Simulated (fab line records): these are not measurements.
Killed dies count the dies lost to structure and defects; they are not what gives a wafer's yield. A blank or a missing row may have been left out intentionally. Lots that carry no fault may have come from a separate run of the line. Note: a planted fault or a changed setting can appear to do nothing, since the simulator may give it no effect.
Matching of chambers    flow sky130    4 sister chambers for SKY_SPACER_ETCHBACK_02 on rie_diel-03
The step etches Si3N4 in CH3F/O2, stops on SiO2, time 46.7 s, target depth 45 nm. 8 wafers are shown with their chamber, then 10 later ones without.

## EACH WAFER AND ITS CHAMBER
wafer   chamber  drypump_motor_current_A (A)  rf_fwd_power_W (W)
L081.5  2        5.5                          394.9
L084.6  2        5.5                          393.9
L083.5  3        6.1                          395.1
L085.1  3        6.1                          393.9
L085.5  0        6.6                          395.4
L085.6  1        6.2                          393.0
L086.2  0        6.6                          396.5
L086.5  1        6.3                          393.2

## WAFERS WHOSE CHAMBER IS MISSING
wafer   drypump_motor_current_A (A)  rf_fwd_power_W (W)
L086.6  6.6                          397.2
L087.2  6.3                          392.1
L087.3  5.5                          394.8
L087.4  6.6                          397.4
L090.2  6.2                          392.2
L090.3  6.1                          393.7
L090.5  5.5                          393.7
L093.1  6.6                          398.3
L093.3  5.5                          393.8
L093.5  5.5                          395.6

## CHAMBER TAKEN BY EACH
wafer   from the rows above  in truth
L086.6  0                    0
L087.2  1                    1
L087.3  2                    2
L087.4  0                    0
L090.2  1                    1
L090.3  3                    3
L090.5  2                    2
L093.1  0                    0
L093.3  2                    2
L093.5  2                    2
Correctly placed: 10 of 10. Left unplaced by these rows: 0. Wrongly placed: 0.
How it was worked out, from the rows above alone: a wafer's distance from a chamber is the root of the sum, over the readings, of the square of ((its reading less the chamber's mean) divided by the reading's scatter). The wafer belongs to the nearest chamber; if the next one is less than 2 further off, it can't be placed. The mean given for a chamber averages the wafers shown for that chamber. The scatter: the root of (the sum of the squares of (reading less its chamber's mean) over the shown wafers, divided by (wafers less chambers)).
